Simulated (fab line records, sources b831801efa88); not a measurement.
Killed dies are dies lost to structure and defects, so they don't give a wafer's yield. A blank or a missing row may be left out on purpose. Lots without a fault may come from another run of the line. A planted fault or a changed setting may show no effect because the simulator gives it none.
Which tool did it? | flow gf180mcu | 14 lots, 42 wafers sampled, at 3 steps of a route of 602

WHAT THE GAUGES READ, wafer by wafer
GF_M4_THK_MEAS_06: measures by xrf.
lot  | measured     | on            | M4_ALCU_THK (nm)
L456 | day 21 20:02 | film_metro-03 | 455 452 448
L457 | day 22 14:46 | film_metro-03 | 458 460 459
L458 | day 22 18:16 | film_metro-03 | 451 459 456
L459 | day 23 10:07 | film_metro-04 | 458 463 464
L460 | day 24 08:54 | film_metro-03 | 457 455 454
L462 | day 24 21:50 | film_metro-03 | 451 444 455
L464 | day 25 20:05 | film_metro-01 | 457 459 459
L465 | day 26 03:42 | film_metro-04 | 456 466 463
L467 | day 26 14:52 | film_metro-04 | 458 454 455
L469 | day 27 11:01 | film_metro-03 | 463 458 462
L471 | day 27 21:36 | film_metro-01 | 455 455 448
L473 | day 28 06:33 | film_metro-01 | 464 461 459
L475 | day 28 15:57 | film_metro-03 | 449 450 453
L476 | day 28 20:59 | film_metro-01 | 453 449 458

GF_V5_THK_MEAS_01.
lot  | measured     | on            | V5_CVD_00_THK (nm)
L456 | day 25 18:10 | film_metro-04 | 301 297 305
L457 | day 26 10:48 | film_metro-04 | 297 298 296
L458 | day 26 14:03 | film_metro-04 | 303 305 300
L459 | day 27 04:37 | film_metro-04 | 295 293 299
L460 | day 28 00:08 | film_metro-02 | 299 300 300
L462 | day 28 11:25 | film_metro-02 | 301 303 301
L464 | day 29 07:32 | film_metro-01 | 298 296 304
L465 | day 29 14:44 | film_metro-04 | 298 292 302
L467 | day 30 00:56 | film_metro-01 | 301 296 296
L469 | day 30 18:19 | film_metro-02 | 301 300 299
L471 | day 31 04:58 | film_metro-04 | 303 297 294
L473 | day 31 11:32 | film_metro-04 | 293 296 292
L475 | day 31 21:01 | film_metro-02 | 298 298 299
L476 | day 32 00:57 | film_metro-02 | 301 302 305

WHICH TOOL RAN EACH LOT (tool, then ch and the chambers of the sampled wafers, then the start)
lot  | GF_STI_WET_ETCH_26
L456 | wet_bench-04 ch 0, day 2 04:00
L457 | wet_bench-04 ch 1, day 2 09:04
L458 | wet_bench-02 ch 0, day 2 14:46
L459 | wet_bench-02 ch 1, day 2 20:12
L460 | wet_bench-04 ch 1, day 3 07:29
L462 | wet_bench-02 ch 3, day 3 13:29
L464 | wet_bench-01 ch 0, day 4 00:51
L465 | wet_bench-02 ch 2, day 4 06:35
L467 | wet_bench-04 ch 3, day 4 13:05
L469 | wet_bench-02 ch 0, day 4 21:55
L471 | wet_bench-02 ch 2, day 5 09:24
L473 | wet_bench-02 ch 2, day 5 19:50
L475 | wet_bench-01 ch 1, day 6 05:20
L476 | wet_bench-04 ch 2, day 6 11:02
- GF_STI_WET_ETCH_26: etches SiO2 in dHF, target depth 94 nm, time 188 s.

WHAT THE TOOLS THEMSELVES READ (means of the sampled wafers that have a number; where no wafer has one, the mark that the record gives instead)
The record holds no such reading with a usual standard deviation.

THE ANSWER, worked out from the rows above alone
Rule: what is usual is taken from the lots themselves. Put in order of their means at a reading, lots are off if they are a third of the lots or fewer, leave a main group of 4 or more, and stand apart from it by a gap of 3 or more times the standard deviation of the main group's means; of several such gaps the widest counts. A main group whose means are all the same, to the digits that the tables above print for the reading, isn't used. A lot without any number at a reading at which 4 lots or more have one is off too. The other lots that the step has rows for count as sound. The gauges are gone through in route order, then the tools' own readings, and for those a lot's mean is taken as printed above. The first step at which some lot is off is used, and at that step the reading that is off furthest; a lot without a number counts as furthest.
No lot is off at any reading shown: from this, nothing can be told.

WHAT THE SIMULATOR HAD PUT IN
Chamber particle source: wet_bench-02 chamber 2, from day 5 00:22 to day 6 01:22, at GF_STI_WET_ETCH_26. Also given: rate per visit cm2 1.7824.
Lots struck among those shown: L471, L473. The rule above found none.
